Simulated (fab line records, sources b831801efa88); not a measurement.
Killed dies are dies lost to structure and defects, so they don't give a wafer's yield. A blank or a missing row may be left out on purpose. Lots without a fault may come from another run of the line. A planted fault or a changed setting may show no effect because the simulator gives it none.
fab line records | flow gf180mcu
record lots=15 wafers=45 last_day=34
route steps=602 shown MIM@508 V5@566 TOP_METAL@569
lots that met no fault: from a run of the same line without faults
start_h: hours from the record's first day to the start of the lot's first wafer shown | wait_h: hours since the lot's step before | " the same as in the row above | L1.1+2: a row that stands for several wafers | - no value, or no start given | * or withheld: withheld | < > ~ a bound
route shown NAME@n: a module of which the file shows steps, and the number in the route of the first | usual: mean/standard deviation of fault-free wafers | same: alike in all rows | chamber/n: place in a boat | sites: the reading at each site | _std_site: their standard deviation | _edge_site: outer sites' mean less inner sites' | radius_mm: how far each site lies from the wafer's centre | mask NAME#n: copy n | behind: the tool/chamber that last shaped the wafer | hold: why the lot was held/for how many hours/how that ended | device: the transistor (n, p or np) that didn't switch | end of line: the same wafers' tests at the end of the route | a step without rows: its recipe alone | killed: dies lost to structure and defects at the first sort, not the wafer's yield | map: a wafer's dies, x killed, . not, _ none there
set.NAME: the setting as run; set.NAME@STEP: as run at that earlier step | model.NAME: the simulator's own value behind a step, which no gauge read
steps of the route over a sample of lots; a table a step, a row a wafer
services: from which hour (start_h, from the record's first day; less than 0 if before it) a tool's chamber was out of use, for how many hours, and why
## steps
# step GF_MIM_CVD_05
# recipe material=Si3N4 target_thk_nm=42 temp_max_c=400 temp_c=385 time_s=29.086 rf_w=450
# usual heater_power_outer_w=358/46 heater_power_w=619/59
# columns lot.wafer tool chamber start_h wait_h heater_power_outer_w heater_power_w
L612.1 pecvd-02 1 559.38 0.0 384 653
L612.2 " 0 " " 367 629
L612.3 " 2 " " 442 691
L613.1 pecvd-04 1 567.25 0.0 350 616
L613.2 " 0 " " 390 620
L613.5 " 1 " " 357 617
L614.1 pecvd-02 0 580.09 0.0 290 545
L614.4 " 2 " " 377 609
L614.5 " 0 " " 301 550
L615.1 pecvd-04 2 586.01 0.0 349 624
L615.2 " 0 " " 361 561
L615.6 " 2 " " 345 607
L616.1 pecvd-01 1 600.58 0.0 276 524
L616.3 " 0 " " 376 648
L616.6 " 0 " " 378 653
L617.2 pecvd-04 1 605.93 0.0 390 664
L617.4 " 1 " " 393 665
L617.5 " 0 " " 348 534
L619.3 pecvd-04 2 626.23 0.0 331 602
L619.4 " 1 " " 378 661
L619.5 " 1 " " 379 645
L621.2 pecvd-02 1 642.52 0.0 343 599
L621.5 " 1 " " 346 610
L621.6 " 2 " " 377 614
L622.2 pecvd-01 0 650.57 0.0 317 584
L622.5 " 0 " " 335 605
L622.6 " 1 " " 304 536
L623.1 pecvd-02 2 651.51 0.0 412 674
L623.4 " 0 " " 321 599
L623.6 " 1 " " 380 679
L624.1 pecvd-01 1 656.27 0.0 304 546
L624.2 " 0 " " 392 675
L624.3 " 0 " " 398 670
L630.1 pecvd-04 2 700.22 0.0 370 666
L630.3 " 0 " " 317 511
L630.5 " 0 " " 340 522
L631.3 pecvd-02 1 707.66 0.0 378 644
L631.4 " 2 " " 392 613
L631.5 " 1 " " 360 636
L632.3 pecvd-01 1 713.93 0.0 310 566
L632.5 " 0 " " 306 566
L632.6 " 1 " " 322 558
L635.1 pecvd-01 0 728.64 0.0 343 619
L635.5 " 0 " " 342 617
L635.6 " 2 " " 445 737
# step GF_V5_CMP_26
# recipe stop_on=SiO2 down_force_psi=3.5 platen_rpm=60 t_overpolish_s=15 target_thk_nm=0 pad_velocity_m_s=0.94248
# usual motor_current_A=10.3/1 overpolish_run_s=15.000/0.0092 slurry_filter_dp_kPa=13.50/0.13 time_to_endpoint_s=84.6/2.8
# columns lot.wafer tool chamber start_h wait_h motor_current_A overpolish_run_s slurry_filter_dp_kPa time_to_endpoint_s
L612.3 cmp-02 3 626.38 0.0 8.6 15.000 13.31 90.4
L612.2 " 0 " " 11.5 14.996 13.62 94.0
L612.1 " 2 " " 10.0 15.021 13.44 90.7
L613.1 cmp-01 0 632.90 0.1 10.8 14.998 13.58 84.0
L613.2 " 1 " " 9.2 15.012 13.51 85.4
L613.5 " 0 " " 10.7 14.996 13.66 85.3
L614.4 cmp-01 0 644.84 0.0 11.1 15.007 13.65 81.9
L614.1 " 1 " " 9.4 14.993 13.48 81.7
L614.5 " 0 " " 11.0 15.001 13.50 82.9
L615.2 cmp-02 0 651.57 0.1 11.4 15.001 13.45 86.0
L615.1 " 1 " " 10.4 15.002 13.52 87.1
L615.6 " 3 " " 8.3 14.998 13.41 86.0
L616.1 cmp-01 1 662.81 0.1 9.2 15.007 13.53 81.7
L616.3 " 2 " " 11.6 15.007 13.44 84.9
L616.6 " 3 " " 10.6 15.013 13.48 82.5
L617.2 cmp-02 3 670.13 0.0 8.4 14.996 13.60 85.3
L617.4 " 2 " " 9.9 14.973 13.23 85.9
L617.5 " 0 " " 11.5 15.010 13.70 85.2
L619.3 cmp-02 2 688.35 0.1 9.4 14.998 13.36 85.0
L619.4 " 3 " " 8.5 15.005 13.45 84.1
L619.5 " 0 " " 11.5 14.996 13.89 88.8
L621.2 cmp-02 1 701.54 0.0 10.6 15.002 13.34 87.2
L621.6 " 1 " " 11.3 15.001 13.46 86.1
L621.5 " 2 " " 10.0 14.989 13.62 88.0
L622.2 cmp-02 2 709.65 0.2 10.1 14.990 13.51 81.9
L622.6 " 3 " " 8.7 15.010 13.58 81.7
L622.5 " 0 " " 11.1 14.994 13.48 83.3
L623.1 cmp-02 3 711.75 0.1 8.3 15.005 13.29 88.2
L623.4 " 0 " " 11.3 14.997 13.47 86.0
L623.6 " 3 " " 8.2 14.998 13.39 84.0
L624.1 cmp-01 0 715.28 0.1 10.9 15.011 13.44 81.4
L624.2 " 2 " " 11.1 14.999 13.72 82.9
L624.3 " 3 " " 11.0 14.998 13.21 81.3
L630.3 cmp-01 0 755.55 0.1 10.0 14.995 13.46 87.3
L630.1 " 1 " " 9.2 14.992 13.28 83.2
L630.5 " 0 " " 10.7 14.990 13.46 83.3
L631.4 cmp-02 0 763.08 0.1 10.7 15.003 13.34 86.9
L631.3 " 2 " " 9.5 14.996 13.39 85.8
L631.5 " 3 " " 8.4 15.012 13.48 84.3
L632.3 cmp-02 0 767.87 0.0 11.3 14.992 13.55 82.3
L632.6 " 0 " " 11.2 15.005 13.43 84.7
L632.5 " 1 " " 11.0 14.994 13.48 79.2
L635.1 cmp-01 3 782.23 0.1 10.6 14.990 13.64 84.3
L635.6 " 3 " " 10.9 14.989 13.55 81.7
L635.5 " 0 " " 10.6 15.005 13.76 87.8
# step GF_TOP_METAL_SPUTTER_02
# recipe material=AlCu target_thk_nm=900 power_w=10600 chamber_pressure_pa=0.3 substrate_temp_c=250 gas=Ar time_s=47.82
# usual cathode_dc_power_W=10600/1.9 chamber_pressure_pa=0.3001/0.00061 throttle_valve_pct=30.2/0.84
# columns lot.wafer tool chamber start_h wait_h cathode_dc_power_W chamber_pressure_pa throttle_valve_pct
L612.1 pvd_sputter-01 - 626.81 0.0 10602 0.2995 29.6
L612.2 " - " " 10601 0.2993 30.5
L612.3 " - " " 10599 0.3004 30.4
L613.1 pvd_sputter-02 - 633.28 0.0 10597 0.3001 30.5
L613.2 " - " " 10599 0.2999 30.3
L613.5 " - " " 10596 0.2994 30.4
L614.1 pvd_sputter-03 - 645.27 0.0 10600 0.3007 30.9
L614.4 " - " " 10600 0.3000 31.3
L614.5 " - " " 10597 0.3002 30.9
L615.1 pvd_sputter-01 - 651.95 0.0 10601 0.3008 30.4
L615.2 " - " " 10600 0.3004 29.6
L615.6 " - " " 10602 0.2998 29.5
L616.1 pvd_sputter-03 - 663.14 0.0 10602 0.2991 31.1
L616.3 " - " " 10599 0.3003 31.2
L616.6 " - " " 10599 0.2995 30.7
L617.2 pvd_sputter-02 - 670.57 0.0 10599 0.3008 29.1
L617.4 " - " " 10602 0.3010 29.6
L617.5 " - " " 10601 0.3009 29.4
L619.3 pvd_sputter-03 - 688.69 0.0 10601 0.3000 31.4
L619.4 " - " " 10601 0.2994 31.7
L619.5 " - " " 10600 0.3003 31.2
L621.2 pvd_sputter-01 - 701.97 0.0 10603 0.2995 30.0
L621.5 " - " " 10597 0.2997 30.0
L621.6 " - " " 10601 0.2985 30.7
L622.2 pvd_sputter-03 - 709.93 0.0 10600 0.3001 29.4
L622.5 " - " " 10601 0.2994 31.3
L622.6 " - " " 10596 0.3006 31.7
L623.1 pvd_sputter-02 - 712.18 0.0 10600 0.3006 29.4
L623.4 " - " " 10601 0.2996 29.3
L623.6 " - " " 10599 0.2995 29.3
L624.1 pvd_sputter-02 - 715.71 0.0 10603 0.2999 30.2
L624.2 " - " " 10603 0.2997 29.0
L624.3 " - " " 10597 0.3001 30.7
L630.1 pvd_sputter-03 - 755.93 0.0 - - -
L630.3 " - " " - - -
L630.5 " - " " - - -
L631.3 pvd_sputter-02 - 763.46 0.0 - - -
L631.4 " - " " - - -
L631.5 " - " " - - -
L632.3 pvd_sputter-02 - 768.31 0.0 - - -
L632.5 " - " " - - -
L632.6 " - " " - - -
L635.1 pvd_sputter-02 - 782.66 0.0 10602 0.3004 29.1
L635.5 " - " " 10600 0.3004 29.1
L635.6 " - " " 10596 0.3006 29.1
# step GF_TOP_METAL_RS_MEAS_05
# recipe thk_meas_gauge=four-point-probe reads=TiN_of_TOP_METAL_SPUTTER_04+Ti_of_TOP_METAL_SPUTTER_03+AlCu_of_TOP_METAL_SPUTTER_02+TiN_of_TOP_METAL_SPUTTER_01+Ti_of_TOP_METAL_SPUTTER_00
# usual TOP_METAL_ALCU_RS=0.0329/0.00033
# columns lot.wafer tool chamber start_h wait_h TOP_METAL_ALCU_RS[ohm/sq]
L612.1 film_metro-01 - 626.90 0.0 0.0325
L612.2 " - " " 0.0327
L612.3 " - " " 0.0326
L613.1 film_metro-02 - 633.37 0.0 0.0331
L613.2 " - " " 0.0328
L613.5 " - " " 0.0333
L614.1 film_metro-02 - 645.36 0.0 0.0326
L614.4 " - " " 0.0333
L614.5 " - " " 0.0327
L615.1 film_metro-01 - 652.04 0.0 0.0327
L615.2 " - " " 0.0328
L615.6 " - " " 0.0326
L616.1 film_metro-02 - 663.23 0.0 0.0325
L616.3 " - " " 0.0328
L616.6 " - " " 0.0328
L617.2 film_metro-02 - 670.68 0.0 0.0329
L617.4 " - " " 0.0331
L617.5 " - " " 0.0333
L619.3 film_metro-01 - 688.82 0.1 0.0325
L619.4 " - " " 0.0327
L619.5 " - " " 0.0328
L621.2 film_metro-01 - 702.08 0.0 0.0330
L621.5 " - " " 0.0329
L621.6 " - " " 0.0330
L622.2 film_metro-01 - 710.04 0.0 0.0330
L622.5 " - " " 0.0332
L622.6 " - " " 0.0332
L623.1 film_metro-03 - 712.27 0.0 0.0329
L623.4 " - " " 0.0328
L623.6 " - " " 0.0328
L624.1 film_metro-03 - 715.80 0.0 0.0329
L624.2 " - " " 0.0331
L624.3 " - " " 0.0331
L630.1 film_metro-03 - 756.02 0.0 9.7895
L630.3 " - " " 9.7494
L630.5 " - " " 9.7407
L631.3 film_metro-02 - 763.59 0.1 9.7738
L631.4 " - " " 9.7707
L631.5 " - " " 9.8511
L632.3 film_metro-02 - 768.44 0.1 9.7081
L632.5 " - " " 9.6177
L632.6 " - " " 9.6895
L635.1 film_metro-02 - 782.75 0.0 0.0322
L635.5 " - " " 0.0324
L635.6 " - " " 0.0324
# step GF_TOP_METAL_THK_MEAS_06
# recipe thk_meas_gauge=xrf reads=AlCu_of_TOP_METAL_SPUTTER_02
# usual TOP_METAL_ALCU_THK=890/12
# columns lot.wafer tool chamber start_h wait_h TOP_METAL_ALCU_THK[nm]
L612.1 film_metro-01 - 627.02 0.1 891
L612.2 " - " " 884
L612.3 " - " " 886
L613.1 film_metro-02 - 633.49 0.1 888
L613.2 " - " " 896
L613.5 " - " " 883
L614.1 film_metro-02 - 645.48 0.1 904
L614.4 " - " " 879
L614.5 " - " " 898
L615.1 film_metro-01 - 652.16 0.1 895
L615.2 " - " " 889
L615.6 " - " " 890
L616.1 film_metro-02 - 663.35 0.1 907
L616.3 " - " " 899
L616.6 " - " " 898
L617.2 film_metro-02 - 670.79 0.1 901
L617.4 " - " " 887
L617.5 " - " " 881
L619.3 film_metro-01 - 688.92 0.1 902
L619.4 " - " " 899
L619.5 " - " " 889
L621.2 film_metro-01 - 702.19 0.1 893
L621.5 " - " " 889
L621.6 " - " " 884
L622.2 film_metro-01 - 710.15 0.1 885
L622.5 " - " " 887
L622.6 " - " " 882
L623.1 film_metro-03 - 712.39 0.1 878
L623.4 " - " " 878
L623.6 " - " " 879
L624.1 film_metro-03 - 715.92 0.1 880
L624.2 " - " " 876
L624.3 " - " " 872
L630.1 film_metro-03 - 756.14 0.1 <0
L630.3 " - " " <0
L630.5 " - " " <0
L631.3 film_metro-02 - 763.69 0.1 <0
L631.4 " - " " <0
L631.5 " - " " <0
L632.3 film_metro-02 - 768.54 0.1 <0
L632.5 " - " " <0
L632.6 " - " " <0
L635.1 film_metro-02 - 782.87 0.1 917
L635.5 " - " " 917
L635.6 " - " " 915
# step GF_TOP_METAL_METAL_ETCH_16
# recipe chemistry=Cl2/BCl3 mask_material=NOVOLAK target_depth_nm=1077.5 stop_on=SiO2 pressure_mtorr=8 icp_w=800 bias_w=140 Cl2_flow_sccm=80 bcl3_flow_sccm=40 time_s=179.6
# usual bcl3_flow_sccm=40.00/0.12 drypump_motor_current_A=5.54/0.22 oes_product_au=0.963/0.006 throttle_valve_pct=28.260/0.011
# columns lot.wafer tool chamber start_h wait_h bcl3_flow_sccm drypump_motor_current_A oes_product_au rf_hours_counter_h throttle_valve_pct
L612.1 rie_metal-03 1 647.18 0.0 40.00 5.91 0.969 0 28.262
L612.2 " 0 " " 39.96 5.55 0.961 9 28.256
L612.3 " 1 " " 40.00 5.94 0.970 - 28.264
L613.1 rie_metal-02 1 653.13 0.0 39.86 5.52 0.965 3 28.269
L613.2 " 1 " " 39.91 5.50 0.968 - 28.261
L613.5 " 1 " " 39.86 5.50 0.960 - 28.256
L614.1 rie_metal-01 1 665.15 0.0 40.01 5.41 0.961 12 28.261
L614.4 " 1 " " 39.99 5.40 0.953 - 28.274
L614.5 " 1 " " 40.06 5.40 0.974 - 28.271
L615.1 rie_metal-03 0 670.68 0.0 40.04 5.56 0.968 10 28.252
L615.2 " 1 " " 40.04 5.95 0.966 1 28.253
L615.6 " 1 " " 39.88 5.94 0.972 - 28.261
L616.1 rie_metal-01 1 681.60 0.0 40.16 5.42 0.971 13 28.260
L616.3 " 1 " " 40.09 5.42 0.974 - 28.243
L616.6 " 0 " " 39.92 5.27 0.967 - 28.247
L617.2 rie_metal-03 1 689.94 0.1 40.29 5.95 0.960 - 28.260
L617.4 " 1 " " 40.10 5.95 0.962 - 28.264
L617.5 " 1 " " 40.11 5.96 0.964 - 28.248
L619.3 rie_metal-02 1 707.43 0.1 40.03 5.54 0.967 - 28.261
L619.4 " 0 " " 40.09 5.61 0.964 - 28.253
L619.5 " 0 " " 39.91 5.62 0.964 - 28.270
L621.2 rie_metal-01 1 720.40 0.0 39.62 5.40 0.956 15 28.256
L621.5 " 0 " " 40.05 5.25 0.967 - 28.260
L621.6 " 1 " " 40.02 5.40 0.957 - 28.258
L622.2 rie_metal-03 1 727.66 0.0 40.03 5.91 0.960 4 28.251
L622.5 " 1 " " 40.15 5.92 0.960 - 28.265
L622.6 " 0 " " 39.89 5.59 0.967 - 28.267
L623.1 rie_metal-03 0 729.88 0.0 39.90 5.55 0.964 11 28.269
L623.4 " 1 " " 40.13 5.95 0.962 - 28.270
L623.6 " 1 " " 40.08 5.94 0.963 - 28.256
L624.1 rie_metal-01 0 732.92 0.0 40.11 5.28 0.966 2 28.257
L624.2 " 1 " " 39.96 5.40 0.961 15 28.260
L624.3 " 1 " " 40.15 5.40 0.958 - 28.257
L630.1 rie_metal-02 1 771.82 0.0 39.93 5.53 0.980 8 28.228
L630.3 " 1 " " 40.23 5.52 0.984 - 28.250
L630.5 " 1 " " 40.08 5.47 0.991 - 28.231
L631.3 rie_metal-01 0 779.25 0.1 39.92 5.25 0.993 - 28.233
L631.4 " 1 " " 39.99 5.41 0.978 - 28.232
L631.5 " 1 " " 39.79 5.41 0.984 - 28.247
L632.3 rie_metal-01 0 784.15 0.1 39.85 5.24 0.989 - 28.233
L632.5 " 0 " " 39.90 5.24 0.990 - 28.238
L632.6 " 1 " " 39.90 5.41 0.983 - 28.240
L635.1 rie_metal-02 0 798.15 0.0 39.92 5.63 0.976 6 28.269
L635.5 " 1 " " 39.98 5.46 0.972 - 28.254
L635.6 " 0 " " 39.85 5.64 0.971 - 28.247
# step GF_TOP_METAL_STRIP_17
# recipe chemistry=O2/N2 power_w=1400 pressure_mtorr=1500 platen_temp_c=250 o2_flow_sccm=3000 n2_flow_sccm=300 overash_fraction=0.5
# usual drypump_motor_current_A=5.8/0.69 heater_power_w=333/28 n2_flow_sccm=300.1/1 oes_product_au=0.710/0.0044 strip_time_to_endpoint_s=13.44/0.072
# columns lot.wafer tool chamber start_h wait_h drypump_motor_current_A heater_power_w n2_flow_sccm oes_product_au rf_hours_counter_h strip_time_to_endpoint_s
L612.1 plasma_asher-01 1 647.35 0.1 5.6 381 297.7 0.708 107 13.43
L612.2 " 0 " " 6.8 319 299.2 0.716 107 13.25
L612.3 " 0 " " 6.8 328 298.8 0.713 - 13.44
L613.1 plasma_asher-01 0 653.48 0.3 6.8 325 299.3 0.709 107 13.54
L613.2 " 1 " " 5.6 381 298.6 0.719 107 13.50
L613.5 " 1 " " 5.6 373 300.1 0.707 - 13.58
L614.1 plasma_asher-03 0 665.50 0.3 4.9 300 298.3 0.713 19 13.33
L614.4 " 0 " " 4.9 297 298.1 0.713 - 13.34
L614.5 " 0 " " 4.9 308 296.5 0.704 - 13.36
L615.1 plasma_asher-03 1 670.85 0.1 5.0 313 299.9 0.709 20 13.39
L615.2 " 0 " " 4.9 308 300.2 0.703 20 13.40
L615.6 " 1 " " 5.0 307 299.5 0.716 - 13.39
L616.1 plasma_asher-01 0 681.77 0.1 6.8 326 302.7 0.715 110 13.43
L616.3 " 1 " " 5.6 368 300.3 0.716 - 13.41
L616.6 " 0 " " 6.8 320 300.4 0.702 - 13.34
L617.2 plasma_asher-03 0 690.23 0.2 4.9 301 300.2 0.711 22 13.47
L617.4 " 1 " " 4.9 314 299.0 0.711 - 13.50
L617.5 " 0 " " 4.9 304 301.2 0.713 - 13.49
L619.3 plasma_asher-03 1 707.58 0.1 5.0 313 301.4 0.707 - 13.43
L619.4 " 0 " " 4.9 297 302.0 0.709 - 13.38
L619.5 " 1 " " 4.9 312 301.4 0.703 - 13.44
L621.2 plasma_asher-01 1 720.57 0.1 5.6 378 301.7 0.715 114 13.37
L621.5 " 0 " " 6.8 324 298.6 0.714 - 13.36
L621.6 " 1 " " 5.6 379 301.1 0.707 - 13.34
L622.2 plasma_asher-01 0 727.84 0.1 6.8 322 300.2 0.709 115 13.49
L622.5 " 0 " " 6.8 316 300.5 0.708 - 13.50
L622.6 " 1 " " 5.6 379 300.8 0.720 - 13.37
L623.1 plasma_asher-02 0 730.05 0.1 6.3 365 300.2 0.710 98 13.32
L623.4 " 1 " " 6.0 316 300.3 0.719 - 13.39
L623.6 " 0 " " 6.3 376 299.4 0.710 - 13.39
L624.1 plasma_asher-02 0 733.10 0.1 6.3 364 299.0 0.705 98 13.39
L624.2 " 1 " " 6.0 324 300.5 0.710 98 13.36
L624.3 " 0 " " 6.4 372 300.2 0.712 - 13.46
L630.1 plasma_asher-01 1 772.00 0.1 5.6 365 300.3 0.709 3 13.47
L630.3 " 0 " " 6.8 311 300.6 0.717 - 13.56
L630.5 " 0 " " 6.8 326 300.5 0.715 - 13.55
L631.3 plasma_asher-02 0 779.40 0.1 6.3 372 298.8 0.713 - 13.49
L631.4 " 1 " " 6.0 315 300.6 0.708 - 13.62
L631.5 " 1 " " 6.0 318 300.9 0.714 - 13.62
L632.3 plasma_asher-02 1 784.30 0.1 5.9 314 299.8 0.714 - 13.56
L632.5 " 0 " " 6.3 382 300.8 0.709 - 13.47
L632.6 " 1 " " 6.0 319 300.4 0.713 - 13.51
L635.1 plasma_asher-02 1 798.32 0.1 6.0 310 301.4 0.703 106 13.55
L635.5 " 1 " " 5.9 313 299.4 0.712 - 13.45
L635.6 " 0 " " 6.4 375 299.6 0.703 - 13.51
## services
# columns tool chamber start_h hours kind
plasma_asher-01 - 537.65 8.9 pm
pecvd-01 - 543.81 0.3 repair
pecvd-04 2 552.82 21.9 repair
pecvd-01 - 553.43 6.0 pm
pvd_sputter-03 - 558.30 1.1 repair
pecvd-01 2 562.01 163.2 repair
cmp-01 - 564.08 6.5 pm
cmp-02 - 572.00 4.0 pm
cmp-01 - 579.25 1.5 repair
cmp-02 - 584.14 0.7 repair
plasma_asher-01 - 603.50 1.3 repair
cmp-02 - 637.40 0.8 repair
cmp-02 - 669.78 0.3 repair
cmp-01 - 679.96 1.6 repair
pvd_sputter-02 - 680.69 3.5 repair
pvd_sputter-02 - 691.43 0.7 repair
pvd_sputter-02 - 693.74 4.9 repair
plasma_asher-01 - 697.47 1.2 repair
cmp-01 - 705.32 0.5 repair
plasma_asher-01 - 733.75 9.0 pm
cmp-01 - 744.13 4.0 pm
rie_metal-01 - 750.75 1.4 pm
rie_metal-01 - 762.40 2.8 pm
rie_metal-01 - 770.33 1.2 repair
## key
first_sign step=GF_TOP_METAL_SPUTTER_02 reading=tool_record direction=missing
effect step=GF_TOP_METAL_RS_MEAS_05 reading=TOP_METAL_ALCU_RS direction=up sigmas=99+ usual=0.0329 struck=9.7434
effect step=GF_TOP_METAL_THK_MEAS_06 reading=TOP_METAL_ALCU_THK direction=down sigmas=77 usual=890 struck=<0
effect step=GF_TOP_METAL_METAL_ETCH_16 reading=oes_product_au direction=up sigmas=3.8 usual=0.963 struck=0.986
met_at GF_TOP_METAL_SPUTTER_02
struck_lots L630,L631,L632
later_rows_left_out L630.1,L630.3,L630.5,L631.3,L631.4,L631.5,L632.3,L632.5,L632.6
sort_left_out L630.1,L630.3,L630.5,L631.3,L631.4,L631.5,L632.3,L632.5,L632.6
not_acting_at GF_MIM_CVD_05,GF_V5_CMP_26,GF_TOP_METAL_STRIP_17
onset_between 715.71 755.93
fault kind=skipped_step_whole tool=pvd_sputter-02,pvd_sputter-03 chamber=- onset_h=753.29 steps=GF_TOP_METAL_SPUTTER_02 scope=struck_lots_only
# sort_left_out: the simulated sort isn't trusted on such a fault, so these wafers' sort isn't shown, and their yield isn't known
# later_rows_left_out: the simulator's readings of these wafers behind a module that went badly wrong aren't trusted and aren't shown, but for the sort
